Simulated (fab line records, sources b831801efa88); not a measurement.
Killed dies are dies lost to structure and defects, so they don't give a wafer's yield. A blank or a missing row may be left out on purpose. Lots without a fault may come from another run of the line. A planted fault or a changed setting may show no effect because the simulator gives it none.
fab line records | flow gf180mcu
record lots=24 wafers=72 last_day=34
route steps=602 shown V3@431 M4@458 V4@481 TOP_METAL@568
lots that met no fault: from a run of the same line without faults
start_h: hours from the record's first day to the start of the lot's first wafer shown | wait_h: hours since the lot's step before | " the same as in the row above | L1.1+2: a row that stands for several wafers | - no value, or no start given | * or withheld: withheld | < > ~ a bound
route shown NAME@n: a module of which the file shows steps, and the number in the route of the first | usual: mean/standard deviation of fault-free wafers | same: alike in all rows | chamber/n: place in a boat | sites: the reading at each site | _std_site: their standard deviation | _edge_site: outer sites' mean less inner sites' | radius_mm: how far each site lies from the wafer's centre | mask NAME#n: copy n | behind: the tool/chamber that last shaped the wafer | hold: why the lot was held/for how many hours/how that ended | device: the transistor (n, p or np) that didn't switch | end of line: the same wafers' tests at the end of the route | a step without rows: its recipe alone | killed: dies lost to structure and defects at the first sort, not the wafer's yield | map: a wafer's dies, x killed, . not, _ none there
set.NAME: the setting as run; set.NAME@STEP: as run at that earlier step | model.NAME: the simulator's own value behind a step, which no gauge read
steps of the route over a sample of lots; a table a step, a row a wafer
services: from which hour (start_h, from the record's first day; less than 0 if before it) a tool's chamber was out of use, for how many hours, and why
## steps
# step GF_V3_CVD_02
# recipe material=SiO2 target_thk_nm=850 precursor=TEOS temp_c=400 time_s=94.851 rf_w=600
# usual heater_power_outer_w=352/53 heater_power_w=609/86
# columns lot.wafer tool chamber start_h wait_h heater_power_outer_w heater_power_w
L074.3 pecvd-03 0 490.59 0.0 424 732
L074.4 " 2 " " 286 546
L074.5 " 0 " " 330 608
L075.3 pecvd-01 1 499.36 0.0 283 483
L075.4 " 1 " " 303 515
L075.6 " 0 " " 365 563
L076.2 pecvd-01 0 503.79 0.0 368 584
L076.4 " 1 " " 239 416
L076.5 " 0 " " 398 592
L077.3 pecvd-01 0 523.44 0.1 378 581
L077.5 " 2 " " 346 547
L077.6 " 0 " " 293 469
L078.1 pecvd-03 0 532.20 0.1 387 669
L078.2 " 2 " " 288 544
L078.6 " 2 " " 316 588
L080.1 pecvd-01 0 541.25 0.1 397 613
L080.4 " 0 " " 296 489
L080.5 " 1 " " 285 492
L079.1 pecvd-02 0 541.37 0.1 380 667
L079.3 " 1 " " 333 635
L079.4 " 1 " " 360 650
L081.2 pecvd-02 0 548.49 0.0 380 683
L081.3 " 2 " " 374 668
L081.6 " 1 " " 395 690
L082.1 pecvd-03 2 563.41 0.1 298 587
L082.2 " 1 " " 386 664
L082.6 " 2 " " 324 589
L083.1 pecvd-02 2 568.24 0.1 395 695
L083.5 " 1 " " 361 663
L083.6 " 2 " " 434 762
L084.1 pecvd-01 0 578.59 0.1 392 608
L084.4 " 2 " " 323 515
L084.5 " 1 " " 314 533
L085.1 pecvd-02 1 589.99 0.1 335 621
L085.2 " 2 " " 391 696
L085.5 " 2 " " 456 763
L087.1 pecvd-02 2 596.43 0.1 357 652
L087.3 " 1 " " 356 663
L087.4 " 2 " " 415 724
L088.2 pecvd-02 0 602.16 0.0 359 651
L088.3 " 2 " " 437 741
L088.4 " 2 " " 459 772
L086.1 pecvd-03 0 608.19 0.1 411 652
L086.2 " 1 " " 396 666
L086.3 " 2 " " 249 477
L089.1 pecvd-02 0 614.12 0.1 334 615
L089.5 " 1 " " 383 709
L089.6 " 2 " " 446 755
L090.2 pecvd-01 1 623.82 0.0 329 532
L090.3 " 0 " " 366 562
L090.6 " 2 " " 333 539
L091.3 pecvd-03 1 627.27 0.0 364 638
L091.4 " 2 " " 339 585
L091.6 " 1 " " 384 668
L092.2 pecvd-03 2 634.76 0.0 286 519
L092.3 " 0 " " 425 708
L092.6 " 1 " " 344 609
L093.1 pecvd-03 1 641.58 0.1 378 634
L093.4 " 1 " " 399 673
L093.6 " 0 " " 330 574
L094.3 pecvd-03 2 655.79 0.0 291 537
L094.4 " 0 " " 402 681
L094.6 " 2 " " 316 563
L095.1 pecvd-01 1 656.63 0.1 292 506
L095.4 " 2 " " 269 442
L095.6 " 1 " " 313 530
L096.2 pecvd-02 0 658.13 0.0 407 697
L096.3 " 1 " " 369 664
L096.5 " 1 " " 398 693
L097.2 pecvd-03 2 667.91 0.0 334 604
L097.4 " 2 " " 237 458
L097.6 " 0 " " 405 671
# step GF_V3_SPUTTER_21
# recipe material=Ti target_thk_nm=15 chamber_pressure_pa=5 power_w=2500 substrate_temp_c=200 time_s=80.02
# usual throttle_valve_pct=29.7/1.3
# columns lot.wafer tool chamber start_h wait_h throttle_valve_pct
L074.3 pvd_sputter-03 - 515.67 0.0 29.5
L074.4 " - " " 30.3
L074.5 " - " " 30.4
L075.3 pvd_sputter-04 - 523.98 0.0 29.8
L075.4 " - " " 32.4
L075.6 " - " " 28.6
L076.2 pvd_sputter-04 - 527.63 0.0 32.4
L076.4 " - " " 29.9
L076.5 " - " " 29.9
L077.3 pvd_sputter-04 - 547.72 0.0 28.7
L077.5 " - " " 29.9
L077.6 " - " " 28.2
L078.1 pvd_sputter-04 - 555.97 0.0 29.8
L078.2 " - " " 28.5
L078.6 " - " " 30.0
L080.1 pvd_sputter-03 - 564.93 0.0 29.9
L080.4 " - " " 30.0
L080.5 " - " " 30.0
L079.1 pvd_sputter-01 - 565.37 0.0 30.2
L079.3 " - " " 28.9
L079.4 " - " " 27.4
L081.2 pvd_sputter-03 - 571.41 0.0 30.2
L081.3 " - " " 28.2
L081.6 " - " " 29.8
L082.1 pvd_sputter-01 - 586.64 0.0 28.5
L082.2 " - " " 30.2
L082.6 " - " " 27.0
L083.1 pvd_sputter-03 - 591.08 0.0 30.0
L083.5 " - " " 30.1
L083.6 " - " " 30.0
L084.1 pvd_sputter-01 - 601.00 0.0 27.6
L084.4 " - " " 30.3
L084.5 " - " " 30.3
L085.1 pvd_sputter-01 - 611.60 0.0 28.6
L085.2 " - " " 31.4
L085.5 " - " " 27.4
L087.1 pvd_sputter-04 - 618.10 0.0 29.7
L087.3 " - " " 29.7
L087.4 " - " " 32.3
L088.2 pvd_sputter-04 - 622.83 0.0 29.6
L088.3 " - " " 32.4
L088.4 " - " " 29.7
L086.1 pvd_sputter-03 - 630.20 0.0 30.2
L086.2 " - " " 30.2
L086.3 " - " " 29.6
L089.1 pvd_sputter-03 - 636.35 0.0 30.2
L089.5 " - " " 30.1
L089.6 " - " " 29.9
L090.2 pvd_sputter-04 - 645.20 0.0 32.4
L090.3 " - " " 29.7
L090.6 " - " " 28.3
L091.3 pvd_sputter-01 - 648.81 0.0 27.4
L091.4 " - " " 27.4
L091.6 " - " " 31.7
L092.2 pvd_sputter-01 - 656.21 0.0 28.9
L092.3 " - " " 31.2
L092.6 " - " " 27.5
L093.1 pvd_sputter-04 - 662.55 0.0 29.8
L093.4 " - " " 28.7
L093.6 " - " " 29.7
L094.3 pvd_sputter-04 - 676.30 0.0 32.4
L094.4 " - " " 29.6
L094.6 " - " " 29.9
L095.1 pvd_sputter-03 - 678.38 0.0 28.2
L095.4 " - " " 30.4
L095.6 " - " " 30.1
L096.2 pvd_sputter-04 - 679.75 0.0 30.2
L096.3 " - " " 28.6
L096.5 " - " " 29.9
L097.2 pvd_sputter-04 - 688.74 0.0 29.9
L097.4 " - " " 29.8
L097.6 " - " " 29.6
# step GF_M4_SPUTTER_02
# recipe material=AlCu target_thk_nm=450 power_w=10600 time_s=23.9 chamber_pressure_pa=0.4
# usual throttle_valve_pct=29.3/1.2
# columns lot.wafer tool chamber start_h wait_h throttle_valve_pct
L074.3 pvd_sputter-02 - 516.49 0.0 28.2
L074.4 " - " " 29.4
L074.5 " - " " 28.3
L075.3 pvd_sputter-01 - 524.81 0.0 27.4
L075.4 " - " " 31.3
L075.6 " - " " 27.3
L076.2 pvd_sputter-02 - 528.45 0.0 29.5
L076.4 " - " " 29.7
L076.5 " - " " 28.3
L077.3 pvd_sputter-02 - 548.54 0.0 28.6
L077.5 " - " " 29.9
L077.6 " - " " 28.3
L078.1 pvd_sputter-01 - 556.79 0.0 27.3
L078.2 " - " " 29.0
L078.6 " - " " 28.5
L080.1 pvd_sputter-04 - 565.75 0.0 29.9
L080.4 " - " " 29.8
L080.5 " - " " 32.4
L079.1 pvd_sputter-02 - 566.19 0.0 29.8
L079.3 " - " " 30.0
L079.4 " - " " 28.3
L081.2 pvd_sputter-01 - 572.23 0.0 27.3
L081.3 " - " " 31.3
L081.6 " - " " 28.6
L082.1 pvd_sputter-02 - 587.46 0.0 29.8
L082.2 " - " " 28.1
L082.6 " - " " 29.6
L083.1 pvd_sputter-02 - 591.90 0.0 29.5
L083.5 " - " " 29.7
L083.6 " - " " 28.0
L084.1 pvd_sputter-02 - 601.82 0.0 29.5
L084.4 " - " " 29.6
L084.5 " - " " 29.4
L085.1 pvd_sputter-04 - 612.42 0.0 29.6
L085.2 " - " " 28.8
L085.5 " - " " 30.1
L087.1 pvd_sputter-01 - 618.92 0.0 28.4
L087.3 " - " " 30.3
L087.4 " - " " 31.1
L088.2 pvd_sputter-01 - 623.66 0.0 31.5
L088.3 " - " " 28.5
L088.4 " - " " 30.2
L086.1 pvd_sputter-04 - 631.03 0.0 29.6
L086.2 " - " " 29.8
L086.3 " - " " 28.4
L089.1 pvd_sputter-02 - 637.18 0.0 28.3
L089.5 " - " " 28.6
L089.6 " - " " 29.6
L090.2 pvd_sputter-02 - 646.02 0.0 28.4
L090.3 " - " " 28.3
L090.6 " - " " 29.4
L091.3 pvd_sputter-01 - 649.63 0.0 28.8
L091.4 " - " " 27.5
L091.6 " - " " 31.5
L092.2 pvd_sputter-02 - 658.75 0.0 28.4
L092.3 " - " " 29.4
L092.6 " - " " 29.7
L093.1 pvd_sputter-04 - 663.38 0.0 29.8
L093.4 " - " " 32.4
L093.6 " - " " 32.3
L094.3 pvd_sputter-01 - 677.12 0.0 31.3
L094.4 " - " " 28.6
L094.6 " - " " 28.4
L095.1 pvd_sputter-04 - 679.21 0.0 29.8
L095.4 " - " " 29.7
L095.6 " - " " 29.6
L096.2 pvd_sputter-02 - 680.57 0.0 29.4
L096.3 " - " " 28.5
L096.5 " - " " 29.6
L097.2 pvd_sputter-01 - 689.59 0.0 31.2
L097.4 " - " " 30.0
L097.6 " - " " 28.4
# step GF_M4_THK_MEAS_06
# recipe thk_meas_gauge=xrf reads=AlCu_of_M4_SPUTTER_02
# usual M4_ALCU_THK=443/5.3
# columns lot.wafer tool chamber start_h wait_h M4_ALCU_THK[nm]
L074.3 film_metro-01 - 516.72 0.1 444
L074.4 " - " " 440
L074.5 " - " " 441
L075.3 film_metro-03 - 525.04 0.1 438
L075.4 " - " " 434
L075.6 " - " " 435
L076.2 film_metro-01 - 528.67 0.1 444
L076.4 " - " " 448
L076.5 " - " " 445
L077.3 film_metro-01 - 548.77 0.1 443
L077.5 " - " " 442
L077.6 " - " " 442
L078.1 film_metro-03 - 557.00 0.1 440
L078.2 " - " " 436
L078.6 " - " " 442
L080.1 film_metro-03 - 565.96 0.1 441
L080.4 " - " " 447
L080.5 " - " " 443
L079.1 film_metro-01 - 566.40 0.1 444
L079.3 " - " " 437
L079.4 " - " " 443
L081.2 film_metro-01 - 572.46 0.1 444
L081.3 " - " " 446
L081.6 " - " " 443
L082.1 film_metro-03 - 587.67 0.1 442
L082.2 " - " " 441
L082.6 " - " " 441
L083.1 film_metro-02 - 592.11 0.1 438
L083.5 " - " " 445
L083.6 " - " " 443
L084.1 film_metro-01 - 602.03 0.1 440
L084.4 " - " " 446
L084.5 " - " " 444
L085.1 film_metro-02 - 612.63 0.1 448
L085.2 " - " " 448
L085.5 " - " " 447
L087.1 film_metro-01 - 619.13 0.1 445
L087.3 " - " " 444
L087.4 " - " " 446
L088.2 film_metro-01 - 623.88 0.1 440
L088.3 " - " " 443
L088.4 " - " " 449
L086.1 film_metro-02 - 631.24 0.1 452
L086.2 " - " " 446
L086.3 " - " " 445
L089.1 film_metro-03 - 637.39 0.1 449
L089.5 " - " " 443
L089.6 " - " " 446
L090.2 film_metro-02 - 646.24 0.1 439
L090.3 " - " " 440
L090.6 " - " " 428
L091.3 film_metro-01 - 649.86 0.1 451
L091.4 " - " " 451
L091.6 " - " " 458
L092.2 film_metro-01 - 658.97 0.1 437
L092.3 " - " " 430
L092.6 " - " " 437
L093.1 film_metro-01 - 663.59 0.1 455
L093.4 " - " " 451
L093.6 " - " " 445
L094.3 film_metro-01 - 677.35 0.1 444
L094.4 " - " " 441
L094.6 " - " " 444
L095.1 film_metro-02 - 679.42 0.1 444
L095.4 " - " " 444
L095.6 " - " " 438
L096.2 film_metro-01 - 680.79 0.1 435
L096.3 " - " " 439
L096.5 " - " " 430
L097.2 film_metro-03 - 689.81 0.1 446
L097.4 " - " " 442
L097.6 " - " " 442
# step GF_V4_BOW_MEAS_05
# recipe mode=bow
# usual V4_BOW=134/9.9
# columns lot.wafer tool chamber start_h wait_h V4_BOW[um]
L074.3 film_metro-02 - 540.58 0.1 132
L074.4 " - " " 125
L074.5 " - " " 129
L075.3 film_metro-04 - 549.03 0.1 135
L075.4 " - " " 135
L075.6 " - " " 148
L076.2 film_metro-04 - 551.62 0.2 127
L076.4 " - " " 129
L076.5 " - " " 123
L077.3 film_metro-03 - 571.67 0.2 153
L077.5 " - " " 135
L077.6 " - " " 136
L078.1 film_metro-02 - 579.50 0.1 140
L078.2 " - " " 139
L078.6 " - " " 133
L080.1 film_metro-02 - 588.82 0.2 155
L080.4 " - " " 142
L080.5 " - " " 139
L079.1 film_metro-02 - 589.20 0.2 111
L079.3 " - " " 133
L079.4 " - " " 122
L081.2 film_metro-02 - 595.26 0.1 142
L081.3 " - " " 143
L081.6 " - " " 141
L082.1 film_metro-02 - 609.78 0.2 138
L082.2 " - " " 144
L082.6 " - " " 144
L083.1 film_metro-04 - 613.86 0.2 128
L083.5 " - " " 137
L083.6 " - " " 157
L084.1 film_metro-04 - 623.00 0.1 119
L084.4 " - " " 114
L084.5 " - " " 135
L085.1 film_metro-04 - 633.80 0.2 126
L085.2 " - " " 133
L085.5 " - " " 125
L087.1 film_metro-04 - 640.89 0.2 151
L087.3 " - " " 138
L087.4 " - " " 135
L088.2 film_metro-04 - 645.61 0.3 117
L088.3 " - " " 149
L088.4 " - " " 142
L086.1 film_metro-03 - 651.31 0.2 151
L086.2 " - " " 143
L086.3 " - " " 150
L089.1 film_metro-02 - 659.21 0.2 147
L089.5 " - " " 145
L089.6 " - " " 145
L090.2 film_metro-04 - 665.57 0.2 124
L090.3 " - " " 127
L090.6 " - " " 120
L091.3 film_metro-02 - 670.30 0.3 123
L091.4 " - " " 148
L091.6 " - " " 143
L092.2 film_metro-04 - 678.74 0.2 131
L092.3 " - " " 142
L092.6 " - " " 135
L093.1 film_metro-04 - 684.07 0.1 138
L093.4 " - " " 131
L093.6 " - " " 123
L094.3 film_metro-04 - 697.33 0.2 121
L094.4 " - " " 129
L094.6 " - " " 113
L095.1 film_metro-02 - 699.20 0.1 120
L095.4 " - " " 127
L095.6 " - " " 142
L096.2 film_metro-04 - 700.91 0.1 131
L096.3 " - " " 130
L096.5 " - " " 135
L097.2 film_metro-04 - 709.85 0.1 119
L097.4 " - " " 132
L097.6 " - " " 129
# step GF_TOP_METAL_SPUTTER_01
# recipe material=TiN target_thk_nm=30 power_w=6500 time_s=25 chamber_pressure_pa=0.4
# usual throttle_valve_pct=29.3/1.3
# columns lot.wafer tool chamber start_h wait_h throttle_valve_pct
L074.3 pvd_sputter-01 - 630.68 0.1 28.7
L074.4 " - " " 27.4
L074.5 " - " " 28.6
L075.3 pvd_sputter-01 - 639.22 0.1 31.2
L075.4 " - " " 28.8
L075.6 " - " " 28.7
L076.2 pvd_sputter-02 - 647.11 0.1 28.4
L076.4 " - " " 29.3
L076.5 " - " " 28.4
L077.3 pvd_sputter-01 - 661.11 0.1 30.1
L077.5 " - " " 30.2
L077.6 " - " " 31.5
L078.1 pvd_sputter-01 - 664.65 0.1 27.4
L078.2 " - " " 28.6
L078.6 " - " " 27.1
L080.1 pvd_sputter-02 - 676.44 0.1 28.4
L080.4 " - " " 28.3
L080.5 " - " " 30.0
L079.1 pvd_sputter-04 - 677.85 0.1 32.6
L079.3 " - " " 28.5
L079.4 " - " " 29.7
L081.2 pvd_sputter-04 - 682.48 0.1 28.4
L081.3 " - " " 29.7
L081.6 " - " " 28.4
L082.1 pvd_sputter-02 - 695.06 0.1 28.2
L082.2 " - " " 28.2
L082.6 " - " " 28.3
L083.1 pvd_sputter-01 - 697.82 0.1 27.8
L083.5 " - " " 28.6
L083.6 " - " " 27.3
L084.1 pvd_sputter-02 - 704.13 0.1 29.6
L084.4 " - " " 28.4
L084.5 " - " " 30.0
L085.1 pvd_sputter-02 - 718.26 0.1 29.3
L085.2 " - " " 28.4
L085.5 " - " " 29.8
L087.1 pvd_sputter-01 - 722.48 0.1 29.9
L087.3 " - " " 27.4
L087.4 " - " " 31.3
L088.2 pvd_sputter-02 - 724.14 0.1 30.0
L088.3 " - " " 29.6
L088.4 " - " " 28.2
L086.1 pvd_sputter-02 - 730.63 0.1 29.5
L086.2 " - " " 29.5
L086.3 " - " " 28.1
L089.1 pvd_sputter-04 - 738.71 0.1 28.6
L089.5 " - " " 29.9
L089.6 " - " " 28.3
L090.2 pvd_sputter-04 - 743.56 0.1 28.4
L090.3 " - " " 32.5
L090.6 " - " " 29.7
L091.3 pvd_sputter-04 - 747.38 0.1 32.4
L091.4 " - " " 29.6
L091.6 " - " " 29.8
L092.2 pvd_sputter-04 - 756.33 0.1 28.5
L092.3 " - " " 29.9
L092.6 " - " " 32.6
L093.1 pvd_sputter-01 - 760.56 0.1 30.0
L093.4 " - " " 30.3
L093.6 " - " " 28.3
L094.3 pvd_sputter-01 - 770.40 0.1 28.6
L094.4 " - " " 28.5
L094.6 " - " " 30.3
L095.1 pvd_sputter-01 - 773.02 0.1 30.4
L095.4 " - " " 27.4
L095.6 " - " " 28.6
L096.2 pvd_sputter-04 - 773.32 0.1 32.4
L096.3 " - " " 29.7
L096.5 " - " " 28.4
L097.2 pvd_sputter-04 - 783.19 0.1 28.3
L097.4 " - " " 30.0
L097.6 " - " " 29.5
## services
# columns tool chamber start_h hours kind
pvd_sputter-04 - 486.73 2.2 repair
pecvd-03 - 493.55 0.7 repair
pecvd-01 2 512.42 7.7 repair
pecvd-01 1 523.23 14.4 repair
pvd_sputter-03 - 547.87 2.4 repair
pecvd-02 0 554.22 5.0 repair
pvd_sputter-02 - 562.65 1.2 repair
pvd_sputter-02 - 567.83 1.2 repair
pecvd-02 0 572.27 25.4 repair
pvd_sputter-03 - 577.48 3.9 repair
pecvd-01 - 585.04 1.3 repair
pecvd-03 - 591.12 14.0 pm
pecvd-03 - 593.02 0.6 repair
pvd_sputter-03 - 605.81 12.8 repair
pvd_sputter-04 - 615.78 2.1 repair
pecvd-01 - 616.09 2.8 pm
pvd_sputter-04 - 645.37 5.0 repair
pecvd-01 0 662.05 3.5 repair
pecvd-02 - 668.64 0.6 repair
pecvd-03 1 708.88 12.3 repair
pvd_sputter-01 - 723.15 1.0 repair
pvd_sputter-01 - 723.18 2.8 repair
pvd_sputter-02 - 741.88 12.1 repair
pvd_sputter-04 - 770.84 0.6 repair
## key
fault none
